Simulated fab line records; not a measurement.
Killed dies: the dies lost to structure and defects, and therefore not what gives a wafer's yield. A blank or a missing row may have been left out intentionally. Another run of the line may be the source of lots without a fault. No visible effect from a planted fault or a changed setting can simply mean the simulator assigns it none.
fab line records ; flow sky130
[record] lots = 12; wafers = 36; lastDay = 50
route steps=708 shown LOCAL_INTERCONNECT@400 CONTACT@419 METAL1@440 PAD_OPEN@708
lots that met no fault: taken from a fault-free run of the same line
startH: the number of hours between the record's first day and the start of the first shown wafer of the lot ; waitH: time in hours since the lot's previous step ; " unchanged from the row above ; L1.1+2: several wafers, shown together as one row ; - value missing, or start not given ; * or withheld: withheld ; < > ~ a bound
route shown NAME@n: a module of which the file shows steps, and the number in the route of the first ; usual: average and standard deviation across the fault-free wafers ; same: alike in all rows ; chamber/n: place in a boat ; sites: each site's reading ; _std_site: standard deviation across them ; _edge_site: mean of outer sites minus mean of inner sites ; radiusMm: for every site, how far away it sits from the centre of the wafer ; mask NAME#n: copy n ; behind: tool/chamber where the wafer was last shaped ; hold: reason for holding the lot/hours on hold/outcome of the hold ; device: the n, p or np transistor that did not switch ; end of line: tests of these same wafers at the route's end ; a step with no rows: only its recipe ; killed: the dies lost at the first sort to structure and to defects; this is not the yield of the wafer ; map: per-die view of a wafer (x killed, . not killed, _ where there is no die)
set.NAME: the setting as run; set.NAME@STEP: as run at that earlier step ; model.NAME: the simulator's own value behind a step, which no gauge read
steps of the route over a sample of lots; a table a step, a row a wafer
services: from which hour (startH, from the record's first day; less than 0 if before it) a tool's chamber was out of use, for how many hours, and why
[[steps]]
[step SKY_LOCAL_INTERCONNECT_ETCH_13]
[recipe] chemistry = N2/H2; target = BARC; ionEnergyEv = 200; biasW = 100; pressureMtorr = 30; n2FlowSccm = 100; h2FlowSccm = 200; icpW = 500; stopOn = SiO2; timeS = 45.9; targetDepthA = 600
[usual] chamberPressureMTorr = 29.997/0.028; drypumpMotorCurrentA = 5.65/0.2; h2FlowSccm = 200.0/0.59; oesProductAu = 0.855/0.0048; throttleValvePct = 13.226/0.009
lot.wafer;tool;chamber;startH;waitH;chamberPressureMTorr;drypumpMotorCurrentA;h2FlowSccm;oesProductAu;rfHoursCounterH;throttleValvePct
L412.2;rieMetal-01;0;709.12;0.0;29.990;5.30;199.8;0.856;8;13.223
L412.3;rieMetal-01;0;709.12;0.0;30.022;5.29;200.1;0.856;-;13.220
L412.5;rieMetal-01;0;709.12;0.0;29.990;5.33;199.9;0.857;-;13.234
L413.4;rieMetal-01;1;714.44;0.0;29.999;5.68;198.6;0.850;-;13.230
L413.5;rieMetal-01;0;714.44;0.0;30.020;5.29;200.2;0.854;-;13.213
L413.6;rieMetal-01;1;714.44;0.0;30.030;5.70;200.1;0.859;-;13.220
L415.1;rieMetal-03;1;723.42;0.0;29.984;5.53;199.7;0.851;9;13.239
L415.3;rieMetal-03;1;723.42;0.0;30.046;5.56;199.8;0.850;-;13.224
L415.6;rieMetal-03;0;723.42;0.0;30.001;5.79;201.4;0.859;-;13.216
L417.2;rieMetal-01;1;753.32;0.0;30.006;5.67;200.2;0.860;1;13.233
L417.3;rieMetal-01;1;753.32;0.0;30.066;5.71;200.0;0.848;-;13.220
L417.6;rieMetal-01;1;753.32;0.0;30.035;5.70;200.1;0.859;-;13.214
L419.1;rieMetal-02;0;768.72;0.0;30.038;6.01;199.6;0.854;9;13.218
L419.2;rieMetal-02;1;768.72;0.0;29.993;5.71;199.6;0.845;12;13.228
L419.3;rieMetal-02;0;768.72;0.0;29.985;5.93;199.8;0.852;-;13.210
L424.1;rieMetal-03;0;800.92;0.0;30.001;5.79;200.7;0.852;15;13.225
L424.2;rieMetal-03;1;800.92;0.0;29.954;5.55;200.4;0.852;12;13.209
L424.6;rieMetal-03;0;800.92;0.0;29.990;5.80;201.3;0.856;-;13.220
L425.1;rieMetal-01;0;812.52;0.0;30.057;5.30;200.3;0.851;11;13.222
L425.2;rieMetal-01;1;812.52;0.0;29.988;5.68;199.9;0.851;4;13.222
L425.6;rieMetal-01;1;812.52;0.0;30.000;5.70;200.3;0.852;-;13.225
L430.3;rieMetal-03;1;847.17;0.1;29.980;5.52;199.2;0.859;-;13.237
L430.4;rieMetal-03;1;847.17;0.1;29.980;5.54;200.5;0.864;-;13.240
L430.6;rieMetal-03;1;847.17;0.1;30.004;5.54;200.0;0.857;-;13.244
L431.1;rieMetal-01;0;851.44;0.0;29.997;5.28;200.8;0.854;13;13.220
L431.5;rieMetal-01;1;851.44;0.0;29.977;5.69;199.7;0.854;-;13.227
L431.6;rieMetal-01;0;851.44;0.0;29.980;5.30;200.5;0.854;-;13.212
L433.3;rieMetal-03;0;867.41;0.0;29.983;5.81;200.3;0.854;-;13.219
L433.4;rieMetal-03;1;867.41;0.0;29.994;5.55;199.5;0.859;-;13.222
L433.5;rieMetal-03;0;867.41;0.0;30.004;5.80;199.9;0.854;-;13.224
L434.2;rieMetal-01;1;869.69;0.0;30.000;5.70;200.2;0.857;6;13.220
L434.4;rieMetal-01;0;869.69;0.0;29.974;5.28;199.7;0.854;-;13.224
L434.6;rieMetal-01;0;869.69;0.0;30.033;5.30;199.0;0.849;-;13.215
L435.1;rieMetal-03;0;875.97;0.0;30.070;5.78;198.9;0.855;1;13.232
L435.3;rieMetal-03;1;875.97;0.0;29.970;5.53;200.0;0.851;-;13.232
L435.6;rieMetal-03;0;875.97;0.0;30.002;5.80;199.2;0.860;-;13.237
[step SKY_CONTACT_DEVELOP_13]
[recipe] developTimeS = 60; resist = KrF-thick; devTempC = 21
[usual] developerTempC = 20.99/0.09
lot.wafer;tool;chamber;startH;waitH;developerTempC
L412.2;lithoTrack-02;0;737;-;21.01
L412.3;lithoTrack-02;0;737;-;20.88
L412.5;lithoTrack-02;0;737;-;21.06
L413.4;lithoTrack-01;0;742;-;21.00
L413.5;lithoTrack-01;0;742;-;20.83
L413.6;lithoTrack-01;0;742;-;21.06
L415.1;lithoTrack-01;0;752;-;21.00
L415.3;lithoTrack-01;0;752;-;21.00
L415.6;lithoTrack-01;0;752;-;21.00
L417.2;lithoTrack-04;0;781;-;20.94
L417.3;lithoTrack-04;0;781;-;20.94
L417.6;lithoTrack-04;0;781;-;20.96
L419.1;lithoTrack-04;0;796;-;21.09
L419.2;lithoTrack-04;0;796;-;20.98
L419.3;lithoTrack-04;0;796;-;21.12
L424.1;lithoTrack-04;0;828;-;20.89
L424.2;lithoTrack-04;0;828;-;21.00
L424.6;lithoTrack-04;0;828;-;21.00
L425.1;lithoTrack-04;0;840;-;21.04
L425.2;lithoTrack-04;0;840;-;21.01
L425.6;lithoTrack-04;0;840;-;21.00
L430.3;lithoTrack-02;0;874;-;20.92
L430.4;lithoTrack-02;0;874;-;21.12
L430.6;lithoTrack-02;0;874;-;21.02
L431.1;lithoTrack-01;0;878;-;21.14
L431.5;lithoTrack-01;0;878;-;20.94
L431.6;lithoTrack-01;0;878;-;20.91
L433.3;lithoTrack-02;0;894;-;20.95
L433.4;lithoTrack-02;0;894;-;21.07
L433.5;lithoTrack-02;0;894;-;21.02
L434.2;lithoTrack-02;0;896;-;21.18
L434.4;lithoTrack-02;0;896;-;20.89
L434.6;lithoTrack-02;0;896;-;21.05
L435.1;lithoTrack-04;0;903;-;20.92
L435.3;lithoTrack-04;0;903;-;20.83
L435.6;lithoTrack-04;0;903;-;20.93
[step SKY_CONTACT_CD_MEAS_14]
[recipe] targetCdNm = 170
[usual] cdNm = 170.2/1.6
lot.wafer;tool;chamber;startH;waitH;cdNm
L412.2;cdSem-02;-;737.80;-;168.9
L412.3;cdSem-02;-;737.80;-;168.9
L412.5;cdSem-02;-;737.80;-;169.2
L413.4;cdSem-02;-;742.97;-;169.6
L413.5;cdSem-02;-;742.97;-;169.5
L413.6;cdSem-02;-;742.97;-;168.2
L415.1;cdSem-01;-;752.51;-;171.6
L415.3;cdSem-01;-;752.51;-;170.4
L415.6;cdSem-01;-;752.51;-;171.0
L417.2;cdSem-02;-;781.79;-;170.4
L417.3;cdSem-02;-;781.79;-;170.3
L417.6;cdSem-02;-;781.79;-;171.4
L419.1;cdSem-01;-;796.77;-;169.3
L419.2;cdSem-01;-;796.77;-;170.9
L419.3;cdSem-01;-;796.77;-;171.8
L424.1;cdSem-02;-;828.92;-;168.5
L424.2;cdSem-02;-;828.92;-;160.6
L424.6;cdSem-02;-;828.92;-;159.8
L425.1;cdSem-01;-;840.17;-;170.6
L425.2;cdSem-01;-;840.17;-;162.5
L425.6;cdSem-01;-;840.17;-;163.8
L430.3;cdSem-02;-;874.62;-;169.8
L430.4;cdSem-02;-;874.62;-;171.1
L430.6;cdSem-02;-;874.62;-;171.3
L431.1;cdSem-01;-;878.56;-;171.5
L431.5;cdSem-01;-;878.56;-;172.5
L431.6;cdSem-01;-;878.56;-;172.4
L433.3;cdSem-01;-;894.77;-;167.8
L433.4;cdSem-01;-;894.77;-;166.5
L433.5;cdSem-01;-;894.77;-;167.5
L434.2;cdSem-01;-;896.95;-;168.4
L434.4;cdSem-01;-;896.95;-;168.5
L434.6;cdSem-01;-;896.95;-;168.7
L435.1;cdSem-01;-;903.82;-;171.7
L435.3;cdSem-01;-;903.82;-;170.5
L435.6;cdSem-01;-;903.82;-;170.4
[step SKY_CONTACT_OVL_MEAS_15]
[usual] CONTACT_OVL = -2/4.9
lot.wafer;tool;chamber;startH;waitH;CONTACT_OVL[nm]
L412.2;overlay-01;-;737.91;0.1;-12
L412.3;overlay-01;-;737.91;0.1;-11
L412.5;overlay-01;-;737.91;0.1;-10
L413.4;overlay-01;-;743.05;0.1;3
L413.5;overlay-01;-;743.05;0.1;-2
L413.6;overlay-01;-;743.05;0.1;0
L415.1;overlay-02;-;752.63;0.1;-3
L415.3;overlay-02;-;752.63;0.1;-3
L415.6;overlay-02;-;752.63;0.1;-3
L417.2;overlay-01;-;781.89;0.1;-5
L417.3;overlay-01;-;781.89;0.1;3
L417.6;overlay-01;-;781.89;0.1;-8
L419.1;overlay-01;-;796.89;0.1;-1
L419.2;overlay-01;-;796.89;0.1;5
L419.3;overlay-01;-;796.89;0.1;-4
L424.1;overlay-02;-;829.04;0.1;-3
L424.2;overlay-02;-;829.04;0.1;-3
L424.6;overlay-02;-;829.04;0.1;-5
L425.1;overlay-02;-;840.29;0.1;-2
L425.2;overlay-02;-;840.29;0.1;0
L425.6;overlay-02;-;840.29;0.1;-6
L430.3;overlay-01;-;874.71;0.1;2
L430.4;overlay-01;-;874.71;0.1;-2
L430.6;overlay-01;-;874.71;0.1;-3
L431.1;overlay-02;-;878.68;0.1;-3
L431.5;overlay-02;-;878.68;0.1;-2
L431.6;overlay-02;-;878.68;0.1;-1
L433.3;overlay-01;-;894.86;0.1;-8
L433.4;overlay-01;-;894.86;0.1;0
L433.5;overlay-01;-;894.86;0.1;1
L434.2;overlay-02;-;897.06;0.1;5
L434.4;overlay-02;-;897.06;0.1;-1
L434.6;overlay-02;-;897.06;0.1;-3
L435.1;overlay-02;-;903.94;0.1;0
L435.3;overlay-02;-;903.94;0.1;6
L435.6;overlay-02;-;903.94;0.1;2
[step SKY_METAL1_THK_MEAS_06]
[recipe] thkMeasGauge = xrf; reads = AlCu_of_METAL1_SPUTTER_02
[usual] METAL1_ALCU_THK = 247/3.4
lot.wafer;tool;chamber;startH;waitH;METAL1_ALCU_THK[nm]
L412.2;filmMetro-02;-;739.61;0.1;252
L412.3;filmMetro-02;-;739.61;0.1;250
L412.5;filmMetro-02;-;739.61;0.1;250
L413.4;filmMetro-01;-;744.75;0.1;249
L413.5;filmMetro-01;-;744.75;0.1;254
L413.6;filmMetro-01;-;744.75;0.1;248
L415.1;filmMetro-03;-;754.32;0.1;241
L415.3;filmMetro-03;-;754.32;0.1;243
L415.6;filmMetro-03;-;754.32;0.1;244
L417.2;filmMetro-03;-;783.61;0.1;244
L417.3;filmMetro-03;-;783.61;0.1;245
L417.6;filmMetro-03;-;783.61;0.1;249
L419.1;filmMetro-03;-;798.56;0.1;248
L419.2;filmMetro-03;-;798.56;0.1;244
L419.3;filmMetro-03;-;798.56;0.1;249
L424.1;filmMetro-01;-;830.71;0.1;249
L424.2;filmMetro-01;-;830.71;0.1;245
L424.6;filmMetro-01;-;830.71;0.1;246
L425.1;filmMetro-02;-;841.96;0.1;250
L425.2;filmMetro-02;-;841.96;0.1;249
L425.6;filmMetro-02;-;841.96;0.1;251
L430.3;filmMetro-02;-;876.39;0.1;252
L430.4;filmMetro-02;-;876.39;0.1;249
L430.6;filmMetro-02;-;876.39;0.1;253
L431.1;filmMetro-02;-;880.36;0.1;247
L431.5;filmMetro-02;-;880.36;0.1;249
L431.6;filmMetro-02;-;880.36;0.1;246
L433.3;filmMetro-01;-;896.58;0.1;248
L433.4;filmMetro-01;-;896.58;0.1;246
L433.5;filmMetro-01;-;896.58;0.1;243
L434.2;filmMetro-01;-;898.74;0.1;247
L434.4;filmMetro-01;-;898.74;0.1;251
L434.6;filmMetro-01;-;898.74;0.1;252
L435.1;filmMetro-01;-;905.65;0.1;246
L435.3;filmMetro-01;-;905.65;0.1;247
L435.6;filmMetro-01;-;905.65;0.1;246
[step SKY_PAD_OPEN_PROBE_99]
[usual] killed_at_M0_to_M3 = 42/6.1; killed_at_M4_up = 3.4/2; killedAtContacts = 23/4.8; killedAtFrontEnd = 15/3.8; killedAtOther = 0.3/0.48; killedDies = 84/8.5; killedOpen = 46/6.8; killedShort = 38/6.2
[same] grossDies = 492; killedAtBackSide = 0
lot.wafer;tool;chamber;startH;waitH;killed_at_M0_to_M3;killed_at_M4_up;killedAtContacts;killedAtFrontEnd;killedAtOther;killedDies;killedOpen;killedShort
L425.1;prober-02;-;1156.67;0.1;51;3;17;16;0;87;45;41
L425.2;prober-02;-;1156.72;0.1;47;3;12;17;1;80;53;25
L425.6;prober-02;-;1156.92;0.2;39;6;22;11;0;78;48;28
// killed by level:class
L425.1 METAL1:geometricParticle:short=10 VIA1:geometricParticle:open=10 LI_CONTACT:geometricParticle:open=8 VIA3:geometricParticle:open=5 FIELD_ISO:geometricParticle:short=4 FIELD_ISO:geometricParticle:open=4 VIA2:geometricParticle:open=4 CONTACT:geometricParticle:short=4
L425.2 VIA1:geometricParticle:open=15 VIA3:geometricParticle:open=10 FIELD_ISO:geometricParticle:open=9 LI_CONTACT:geometricParticle:open=5 CONTACT:geometricParticle:open=5 VIA1:geometricParticle:short=5 METAL2:geometricParticle:short=5 VIA2:geometricParticle:open=4
L425.6 VIA1:geometricParticle:open=14 CONTACT:geometricParticle:open=7 LI_CONTACT:geometricParticle:open=6 POLY_GATE:geometricParticle:open=5 LI_CONTACT:geometricParticle:short=5 METAL1:geometricParticle:open=5 VIA1:geometricParticle:short=4 VIA2:geometricParticle:open=4
[[services]]
tool;chamber;startH;hours;kind
rieMetal-02;1;741.22;14.1;repair
rieMetal-01;-;743.29;0.3;repair
rieMetal-03;-;755.92;0.2;repair
rieMetal-01;0;767.54;4.8;repair
rieMetal-02;-;794.70;14.6;pm
rieMetal-01;-;794.96;4.0;pm
rieMetal-02;1;816.14;-;clean
rieMetal-02;1;816.14;12.9;scheduledDown
rieMetal-02;1;816.14;12.9;ventCycle
rieMetal-03;1;826.69;6.6;repair
rieMetal-03;0;833.27;-;clean
rieMetal-03;0;833.27;15.1;scheduledDown
rieMetal-03;0;833.27;15.1;ventCycle
rieMetal-01;-;864.21;2.8;pm
[[key]]
[firstSign] step = SKY_CONTACT_CD_MEAS_14; reading = cdNm; direction = down; sigmas = 5.4; usual = 170.2; struck = 161.7
effect none on later readings
metAt SKY_CONTACT_DEVELOP_13
struckLots L424,L425
struckWafers L424.2,L424.6,L425.2,L425.6
testerLeftOut L424,L425
notActingAt SKY_LOCAL_INTERCONNECT_ETCH_13,SKY_CONTACT_OVL_MEAS_15,SKY_METAL1_THK_MEAS_06
onsetBetween 796 828
[fault] kind = processParameterDrift; tool = lithoTrack-04; chamber = -; onsetH = 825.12; steps = SKY_CONTACT_DEVELOP_13; channel = developTimeS; offset = *; shape = step; endH = 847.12; scope = struckWafersOnly; actsIn = *; stated = *
// testerLeftOut: of these lots the tester's yield and bins aren't shown, on N5 and GAA mostly nor the transistor test; their killed dies are dies lost to structure and defects alone, not to doping, threshold or leakage, so they don't give the yield
